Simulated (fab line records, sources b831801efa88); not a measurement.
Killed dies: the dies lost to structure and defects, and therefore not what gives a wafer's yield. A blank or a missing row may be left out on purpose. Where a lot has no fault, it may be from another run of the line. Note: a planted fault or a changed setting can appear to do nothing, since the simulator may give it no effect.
fab line records ; flow sky130
record: lots: 6; wafers: 18; last-day: 51
route steps=708 shown LOCAL_INTERCONNECT@390 PAD_OPEN@708
lots that met no fault: from a run of the same line without faults
start-h: start of the lot's first displayed wafer, in hours after the record's first day ; wait-h: how many hours have passed since the lot's step before this one ; " repeats the value in the row above ; L1.1+2: a single row standing in for several wafers ; - no value present, or no start provided ; * or withheld: withheld ; < > ~ a bound
route shown NAME@n: names a module that has steps shown in the file, with the first one's number in the route ; usual: average and standard deviation across the fault-free wafers ; same: alike in all rows ; chamber/n: place in a boat ; sites: per-site readings ; _std_site: how widely they spread, as a standard deviation ; _edge_site: outer sites' mean less inner sites' ; radius-mm: for every site, how far away it sits from the centre of the wafer ; mask NAME#n: copy n ; behind: the last tool/chamber to shape the wafer ; hold: why the lot went on hold/how many hours it stayed there/how the hold came to an end ; device: which transistor (n, p or np) failed to switch ; end of line: tests of these same wafers at the route's end ; a step given without rows: its recipe and nothing more ; killed: the dies lost at the first sort to structure and to defects; this is not the yield of the wafer ; map: a wafer's dies, marking killed ones x, the rest . and places with no die _
set.NAME: the run value of the setting; set.NAME@STEP: its run value at that earlier step ; model.NAME: the simulator's own value behind a step, which no gauge read
certain route steps with their lots: each step a table, each wafer a row
services: when a tool's chamber went out of use (start-h, in hours from the record's first day, below 0 if earlier), for how many hours, and the reason
== steps ==
step: SKY_LOCAL_INTERCONNECT_DEHYDRATE_03
recipe: temp-c: 200; time-s: 60
step: SKY_LOCAL_INTERCONNECT_HMDS_04
recipe: prime-time-s: 60; prime-temp-c: 120
step: SKY_LOCAL_INTERCONNECT_COAT_05
recipe: resist: BARC; temp-c: withheld; time-s: withheld; spin-rpm: 3000; resist-thk-nm: 60
step: SKY_LOCAL_INTERCONNECT_COAT_06
recipe: resist: KrF-thick; spin-rpm: 3000; resist-thk-nm: 450
step: SKY_LOCAL_INTERCONNECT_SOFTBAKE_07
recipe: temp-c: 100; time-s: 90; resist: KrF-thick
step: SKY_LOCAL_INTERCONNECT_EXPOSE_08
recipe: mask-id: LI1M; na: 0.8; source-shape: annular; sigma-inner: 0.55; sigma-outer: 0.85; target-cd-nm: 170; dose-mj: 28
step: SKY_LOCAL_INTERCONNECT_PEB_09
recipe: peb-temp-c: withheld; peb-time-s: withheld; resist: KrF-thick
step: SKY_LOCAL_INTERCONNECT_DEVELOP_10
recipe: develop-time-s: 60; resist: KrF-thick; dev-temp-c: 21
step: SKY_LOCAL_INTERCONNECT_CD_MEAS_11
recipe: target-cd-nm: 170
usual: cd-nm: 169.6/1.6
lot.wafer;tool;chamber;start-h;wait-h;cd-nm
L662.1;cd-sem-01;-;737.52;-;168.7
L662.4;cd-sem-01;-;737.52;-;169.0
L662.6;cd-sem-01;-;737.52;-;168.5
L669.1;cd-sem-01;-;783.44;-;170.2
L669.2;cd-sem-01;-;783.44;-;169.9
L669.3;cd-sem-01;-;783.44;-;171.6
L671.1;cd-sem-01;-;787.87;-;170.7
L671.4;cd-sem-01;-;787.87;-;170.8
L671.5;cd-sem-01;-;787.87;-;171.2
L673.3;cd-sem-01;-;808.33;-;167.6
L673.4;cd-sem-01;-;808.33;-;167.6
L673.6;cd-sem-01;-;808.33;-;168.1
L683.2;cd-sem-01;-;907.59;-;167.7
L683.4;cd-sem-01;-;907.59;-;166.9
L683.5;cd-sem-01;-;907.59;-;168.0
L684.3;cd-sem-01;-;908.56;-;170.1
L684.4;cd-sem-01;-;908.56;-;169.9
L684.5;cd-sem-01;-;908.56;-;170.1
step: SKY_LOCAL_INTERCONNECT_OVL_MEAS_12
usual: LOCAL_INTERCONNECT_OVL: 1/6.2
lot.wafer;tool;chamber;start-h;wait-h;LOCAL_INTERCONNECT_OVL[nm]
L662.1;overlay-01;-;737.64;0.1;7
L662.4;overlay-01;-;737.64;0.1;-1
L662.6;overlay-01;-;737.64;0.1;-1
L669.1;overlay-02;-;783.56;0.1;-3
L669.2;overlay-02;-;783.56;0.1;-7
L669.3;overlay-02;-;783.56;0.1;-1
L671.1;overlay-02;-;787.99;0.1;1
L671.4;overlay-02;-;787.99;0.1;-2
L671.5;overlay-02;-;787.99;0.1;8
L673.3;overlay-02;-;808.42;0.1;-4
L673.4;overlay-02;-;808.42;0.1;-15
L673.6;overlay-02;-;808.42;0.1;-7
L683.2;overlay-01;-;907.69;0.1;12
L683.4;overlay-01;-;907.69;0.1;8
L683.5;overlay-01;-;907.69;0.1;2
L684.3;overlay-01;-;908.65;0.1;-2
L684.4;overlay-01;-;908.65;0.1;5
L684.5;overlay-01;-;908.65;0.1;9
step: SKY_LOCAL_INTERCONNECT_ETCH_13
recipe: chemistry: N2/H2; target: BARC; ion-energy-ev: 200; bias-w: 100; pressure-mtorr: 30; n2-flow-sccm: 100; h2-flow-sccm: 200; icp-w: 510.2; stop-on: SiO2; time-s: 45.9; target-depth-a: 600
usual: drypump-motor-current-A: 5.7/0.37; he-backside-leak-sccm: 3.4/0.3; oes-product-au: 0.854/0.005; rf-fwd-power-W: 506.2/2; throttle-valve-pct: 13.224/0.0094
lot.wafer;tool;chamber;start-h;wait-h;drypump-motor-current-A;he-backside-leak-sccm;oes-product-au;rf-fwd-power-W;rf-hours-counter-h;throttle-valve-pct
L662.1;rie-metal-04;0;737.67;0.0;6.1;3.5;0.848;507.0;16;13.227
L662.4;rie-metal-04;0;737.67;0.0;6.1;3.5;0.848;507.9;-;13.239
L662.6;rie-metal-04;1;737.67;0.0;5.3;3.3;0.854;504.1;-;13.214
L669.1;rie-metal-02;1;783.59;0.0;5.3;3.4;0.857;506.6;3;13.212
L669.2;rie-metal-02;1;783.59;0.0;5.3;3.5;0.850;505.7;-;13.232
L669.3;rie-metal-02;1;783.59;0.0;5.3;3.4;0.854;506.3;-;13.225
L671.1;rie-metal-02;1;788.02;0.0;5.4;3.6;0.854;507.6;3;13.210
L671.4;rie-metal-02;1;788.02;0.0;5.4;3.5;0.856;509.4;-;13.228
L671.5;rie-metal-02;1;788.02;0.0;5.4;3.6;0.856;509.4;-;13.215
L673.3;rie-metal-04;1;808.46;0.0;5.3;3.4;0.853;510.1;-;13.227
L673.4;rie-metal-04;0;808.46;0.0;6.1;3.5;0.856;505.6;-;13.228
L673.6;rie-metal-04;0;808.46;0.0;6.1;3.5;0.863;507.2;-;13.226
L683.2;rie-metal-01;1;907.72;0.0;5.8;3.3;0.855;504.4;13;13.238
L683.4;rie-metal-01;1;907.72;0.0;5.8;2.9;0.849;508.0;-;13.220
L683.5;rie-metal-01;1;907.72;0.0;5.8;3.3;0.860;506.6;-;13.222
L684.3;rie-metal-02;1;908.69;0.0;5.4;3.4;0.850;505.9;-;13.226
L684.4;rie-metal-02;0;908.69;0.0;6.2;3.3;0.868;506.2;-;13.222
L684.5;rie-metal-02;1;908.69;0.0;5.4;3.2;0.856;506.9;-;13.222
step: SKY_LOCAL_INTERCONNECT_METAL_ETCH_14
recipe: target-depth-nm: 110; stop-on: PSG; chemistry: Cl2/BCl3; target: TiN; resist-sidewall-deg: 88; pressure-mtorr: 10; icp-w: 900; bias-w: 48.5; Cl2_flow_sccm: 60; bcl3-flow-sccm: 30; time-s: 31.4
usual: bcl3-flow-sccm: 30.00/0.093; drypump-motor-current-A: 5.7/0.37; he-backside-leak-sccm: 3.32/0.17; oes-product-au: 0.941/0.0075; rf-fwd-power-W: 891/3.4; throttle-valve-pct: 21.902/0.0099
lot.wafer;tool;chamber;start-h;wait-h;bcl3-flow-sccm;drypump-motor-current-A;he-backside-leak-sccm;oes-product-au;rf-fwd-power-W;rf-hours-counter-h;throttle-valve-pct
L662.1;rie-metal-04;0;737.74;0.0;30.01;6.1;3.55;0.938;893;16;21.908
L662.4;rie-metal-04;0;737.74;0.0;29.97;6.1;3.50;0.941;894;-;21.900
L662.6;rie-metal-04;1;737.74;0.0;29.98;5.3;3.42;0.945;891;-;21.905
L669.1;rie-metal-02;1;783.72;0.1;30.16;5.4;3.41;0.935;890;3;21.906
L669.2;rie-metal-02;1;783.72;0.1;30.04;5.4;3.38;0.949;890;-;21.896
L669.3;rie-metal-02;1;783.72;0.1;30.15;5.4;3.35;0.942;895;-;21.898
L671.1;rie-metal-02;1;788.15;0.1;29.96;5.4;3.22;0.936;893;3;21.904
L671.4;rie-metal-02;1;788.15;0.1;29.91;5.4;3.23;0.942;892;-;21.898
L671.5;rie-metal-02;1;788.15;0.1;29.77;5.3;3.40;0.937;893;-;21.910
L673.3;rie-metal-04;1;808.52;0.0;29.98;5.3;3.31;0.944;893;-;21.899
L673.4;rie-metal-04;0;808.52;0.0;30.08;6.1;3.49;0.934;888;-;21.901
L673.6;rie-metal-04;0;808.52;0.0;29.98;6.1;3.46;0.951;890;-;21.893
L683.2;rie-metal-01;1;907.79;0.0;30.00;5.8;2.79;0.945;890;13;21.901
L683.4;rie-metal-01;1;907.79;0.0;29.95;5.8;3.19;0.945;891;-;21.891
L683.5;rie-metal-01;1;907.79;0.0;29.87;5.8;3.06;0.955;890;-;21.917
L684.3;rie-metal-02;1;908.75;0.0;30.08;5.4;3.47;0.933;893;-;21.902
L684.4;rie-metal-02;0;908.75;0.0;29.96;6.2;3.21;0.945;889;-;21.897
L684.5;rie-metal-02;1;908.75;0.0;30.04;5.4;3.22;0.935;891;-;21.887
step: SKY_LOCAL_INTERCONNECT_STRIP_15
recipe: chemistry: O2/N2; power-w: 1400; pressure-mtorr: 1500; platen-temp-c: withheld; o2-flow-sccm: 3000; n2-flow-sccm: 300; overash-fraction: 0.5
usual: chamber-pressure-mTorr: 1500.0/1.3; drypump-motor-current-A: 6.1/0.38; oes-product-au: 0.426/0.0044; strip-time-to-endpoint-s: 4.702/0.019
lot.wafer;tool;chamber;start-h;wait-h;chamber-pressure-mTorr;drypump-motor-current-A;oes-product-au;rf-hours-counter-h;strip-time-to-endpoint-s
L662.1;plasma-asher-04;1;737.79;0.0;1499.5;5.8;0.422;92;4.665
L662.4;plasma-asher-04;0;737.79;0.0;1501.7;6.4;0.422;-;4.701
L662.6;plasma-asher-04;1;737.79;0.0;1499.0;5.8;0.425;-;4.715
L669.1;plasma-asher-03;0;783.82;0.1;1202.9;6.6;0.424;4;5.053
L669.2;plasma-asher-03;1;783.82;0.1;1201.6;5.5;0.426;4;5.060
L669.3;plasma-asher-03;1;783.82;0.1;1198.8;5.5;0.419;-;5.034
L671.1;plasma-asher-03;1;788.25;0.1;1198.6;5.5;0.423;4;5.041
L671.4;plasma-asher-03;1;788.25;0.1;1199.2;5.5;0.428;-;5.028
L671.5;plasma-asher-03;1;788.25;0.1;1200.4;5.5;0.432;-;5.033
L673.3;plasma-asher-02;1;808.59;0.1;1500.6;5.8;0.424;-;4.744
L673.4;plasma-asher-02;0;808.59;0.1;1501.4;6.3;0.428;-;4.714
L673.6;plasma-asher-02;0;808.59;0.1;1501.3;6.4;0.425;-;4.737
L683.2;plasma-asher-03;0;907.84;0.0;1499.3;6.5;0.433;16;4.706
L683.4;plasma-asher-03;0;907.84;0.0;1501.1;6.6;0.423;-;4.707
L683.5;plasma-asher-03;0;907.84;0.0;1499.2;6.6;0.437;-;4.685
L684.3;plasma-asher-04;1;908.82;0.1;1501.5;5.8;0.430;-;4.698
L684.4;plasma-asher-04;0;908.82;0.1;1501.1;6.4;0.426;-;4.715
L684.5;plasma-asher-04;1;908.82;0.1;1499.2;5.8;0.423;-;4.693
step: SKY_LOCAL_INTERCONNECT_STRIP_16
recipe: chemistry: post-etch-residue-remover; time-s: 1200; temp-c: 72.5
step: SKY_PAD_OPEN_PROBE_99
usual: killed_at_M0_to_M3: 43/6.8; killed_at_M4_up: 3.1/1.8; killed-at-contacts: 25/5.8; killed-at-front-end: 15/4.2; killed-at-other: 0.3/0.5; killed-dies: 87/9.7; killed-on-rim: 17/4.1; killed-open: 47/7.3; killed-short: 39/6.6
same: gross-dies: 492; killed-at-back-side: 0
lot.wafer;tool;chamber;start-h;wait-h;killed_at_M0_to_M3;killed_at_M4_up;killed-at-contacts;killed-at-front-end;killed-at-other;killed-dies;killed-on-rim;killed-open;killed-short
L662.1;prober-02;-;1101.05;0.1;37;1;39;28;0;105;13;52;53
L662.4;prober-02;-;1101.20;0.2;40;5;18;12;1;76;15;37;39
L662.6;prober-02;-;1101.30;0.2;44;1;25;21;0;91;13;51;40
L669.1;prober-01;-;1133.60;0.1;36;2;29;11;0;78;13;43;35
L669.2;prober-01;-;1133.65;0.1;44;1;30;14;0;89;21;56;33
L669.3;prober-01;-;1133.70;0.2;42;3;28;22;0;95;20;56;39
L671.1;prober-02;-;1136.85;0.1;44;4;29;16;0;93;16;46;47
L671.4;prober-02;-;1137.00;0.2;35;2;17;10;0;64;18;37;27
L671.5;prober-02;-;1137.05;0.2;35;0;32;14;2;83;18;42;41
L673.3;prober-02;-;1155.66;0.2;40;5;31;11;0;87;12;44;43
L673.4;prober-02;-;1155.71;0.2;48;3;32;13;0;96;18;49;47
L673.6;prober-02;-;1155.81;0.2;56;3;31;15;0;105;17;53;52
L684.3;prober-02;-;1214.76;0.2;42;2;31;13;0;88;11;51;37
L684.4;prober-02;-;1214.81;0.2;35;2;28;14;0;79;15;41;38
L684.5;prober-02;-;1214.86;0.2;40;4;28;19;1;92;22;48;44
killed by level:class
L662.1 CONTACT:geometric-particle:open=13 LOCAL_INTERCONNECT:geometric-particle:short=8 CONTACT:geometric-particle:short=8 LI_CONTACT:geometric-particle:open=7 FIELD_ISO:geometric-particle:short=6 POLY_GATE:geometric-particle:open=6 METAL1:geometric-particle:short=6 METAL2:geometric-particle:short=5
L662.4 VIA3:geometric-particle:open=12 LI_CONTACT:geometric-particle:open=5 LOCAL_INTERCONNECT:geometric-particle:short=5 VIA3:geometric-particle:short=5 VIA2:geometric-particle:open=5 METAL4:geometric-particle:short=5 POLY_GATE:geometric-particle:open=4 METAL3:geometric-particle:short=4
L662.6 CONTACT:geometric-particle:open=14 VIA1:geometric-particle:open=8 VIA3:geometric-particle:open=8 FIELD_ISO:geometric-particle:open=7 METAL2:geometric-particle:short=6 POLY_GATE:geometric-particle:short=4 METAL1:geometric-particle:short=4 CONTACT:geometric-particle:short=4
L669.1 CONTACT:geometric-particle:open=14 VIA2:geometric-particle:open=7 METAL2:geometric-particle:short=6 LI_CONTACT:geometric-particle:open=5 CONTACT:geometric-particle:short=5 VIA1:geometric-particle:open=4 POLY_GATE:geometric-particle:short=3 POLY_CUT:geometric-particle:open=3
L669.2 CONTACT:geometric-particle:open=13 VIA3:geometric-particle:open=10 LI_CONTACT:geometric-particle:open=8 VIA2:geometric-particle:open=7 VIA2:geometric-particle:short=6 VIA1:geometric-particle:open=5 POLY_GATE:geometric-particle:open=4 CONTACT:geometric-particle:short=4
L669.3 CONTACT:geometric-particle:open=10 VIA1:geometric-particle:open=9 METAL2:geometric-particle:short=8 LI_CONTACT:geometric-particle:open=7 VIA3:geometric-particle:open=7 POLY_GATE:geometric-particle:open=6 FIELD_ISO:geometric-particle:short=5 VIA2:geometric-particle:open=5
L671.1 VIA2:geometric-particle:open=10 LOCAL_INTERCONNECT:geometric-particle:short=9 CONTACT:geometric-particle:open=7 LI_CONTACT:geometric-particle:open=6 FIELD_ISO:geometric-particle:open=5 VIA1:geometric-particle:open=5 VIA1:geometric-particle:short=5 METAL2:geometric-particle:short=5
L671.4 VIA1:geometric-particle:open=7 VIA2:geometric-particle:open=7 METAL1:geometric-particle:short=6 LI_CONTACT:geometric-particle:open=5 VIA3:geometric-particle:open=5 POLY_GATE:geometric-particle:open=4 CONTACT:geometric-particle:open=4 POLY_GATE:geometric-particle:short=3
L671.5 LI_CONTACT:geometric-particle:open=11 CONTACT:geometric-particle:short=8 CONTACT:geometric-particle:open=8 VIA2:geometric-particle:open=7 METAL3:geometric-particle:short=6 FIELD_ISO:geometric-particle:open=5 VIA1:geometric-particle:open=5 VIA2:geometric-particle:short=5
L673.3 CONTACT:geometric-particle:open=9 METAL2:geometric-particle:short=8 LI_CONTACT:geometric-particle:open=8 VIA1:geometric-particle:open=7 METAL1:geometric-particle:short=6 LI_CONTACT:geometric-particle:short=5 CONTACT:geometric-particle:short=5 POLY_GATE:geometric-particle:open=4
L673.4 VIA1:geometric-particle:open=12 CONTACT:geometric-particle:short=10 LI_CONTACT:geometric-particle:open=8 VIA2:geometric-particle:open=6 METAL1:geometric-particle:short=6 VIA3:geometric-particle:open=6 METAL2:geometric-particle:short=5 LI_CONTACT:geometric-particle:short=5
L673.6 VIA1:geometric-particle:open=15 VIA3:geometric-particle:open=11 CONTACT:geometric-particle:open=9 METAL2:geometric-particle:short=9 LI_CONTACT:geometric-particle:short=6 LI_CONTACT:geometric-particle:open=6 VIA1:geometric-particle:short=6 VIA2:geometric-particle:open=6
L684.3 CONTACT:geometric-particle:open=14 VIA3:geometric-particle:open=11 LI_CONTACT:geometric-particle:open=6 CONTACT:geometric-particle:short=6 VIA1:geometric-particle:open=6 FIELD_ISO:geometric-particle:open=5 VIA1:geometric-particle:short=5 VIA2:geometric-particle:open=5
L684.4 CONTACT:geometric-particle:open=9 LOCAL_INTERCONNECT:geometric-particle:short=8 VIA1:geometric-particle:short=6 VIA2:geometric-particle:open=6 VIA1:geometric-particle:open=5 VIA3:geometric-particle:open=5 POLY_GATE:geometric-particle:open=4 LI_CONTACT:geometric-particle:open=4
L684.5 CONTACT:geometric-particle:open=11 FIELD_ISO:geometric-particle:short=10 VIA1:geometric-particle:open=8 LI_CONTACT:geometric-particle:open=6 FIELD_ISO:geometric-particle:open=5 LOCAL_INTERCONNECT:geometric-particle:short=5 CONTACT:geometric-particle:short=5 VIA2:geometric-particle:open=5
== services ==
tool;chamber;start-h;hours;kind
rie-metal-02;-;730.53;1.6;repair
plasma-asher-03;-;733.75;9.0;pm
plasma-asher-03;0;733.75;9.0;vent-cycle
plasma-asher-03;1;733.75;9.0;vent-cycle
plasma-asher-03;0;742.75;-;clean
plasma-asher-03;1;742.75;-;clean
plasma-asher-03;-;747.62;4.1;repair
rie-metal-02;-;748.32;1.4;repair
rie-metal-02;0;770.18;-;clean
rie-metal-02;0;770.18;33.2;scheduled-down
rie-metal-02;0;770.18;33.2;vent-cycle
rie-metal-04;0;774.87;-;clean
rie-metal-04;0;774.87;19.0;scheduled-down
rie-metal-04;0;774.87;19.0;vent-cycle
rie-metal-01;0;779.52;-;clean
rie-metal-01;0;779.52;19.8;scheduled-down
rie-metal-01;0;779.52;19.8;vent-cycle
plasma-asher-04;-;787.98;3.2;repair
plasma-asher-04;-;825.93;1.8;repair
rie-metal-02;1;849.39;1.5;repair
plasma-asher-03;-;888.86;2.8;repair
== key ==
first-sign: step: SKY_LOCAL_INTERCONNECT_STRIP_15; reading: chamber-pressure-mTorr; direction: down; sigmas: 99+; usual: 1500.0; struck: 1200.2
effect: step: SKY_LOCAL_INTERCONNECT_STRIP_15; reading: strip-time-to-endpoint-s; direction: up; sigmas: 18; usual: *; struck: *
met-at SKY_LOCAL_INTERCONNECT_STRIP_15
struck-wafers L669.1,L669.2,L669.3,L671.1,L671.4,L671.5
tester-left-out L669,L671
fault: kind: process-parameter-drift; tool: plasma-asher-03; chamber: -; onset-h: 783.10; steps: SKY_LOCAL_INTERCONNECT_STRIP_15; channel: pressure-mtorr; offset: -300; shape: step; end-h: 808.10; acts-in: these-recipes-only; stated: 1500
tester-left-out: of these lots the tester's yield and bins aren't shown, on N5 and GAA mostly nor the transistor test; their killed dies are dies lost to structure and defects alone, not to doping, threshold or leakage, so they don't give the yield
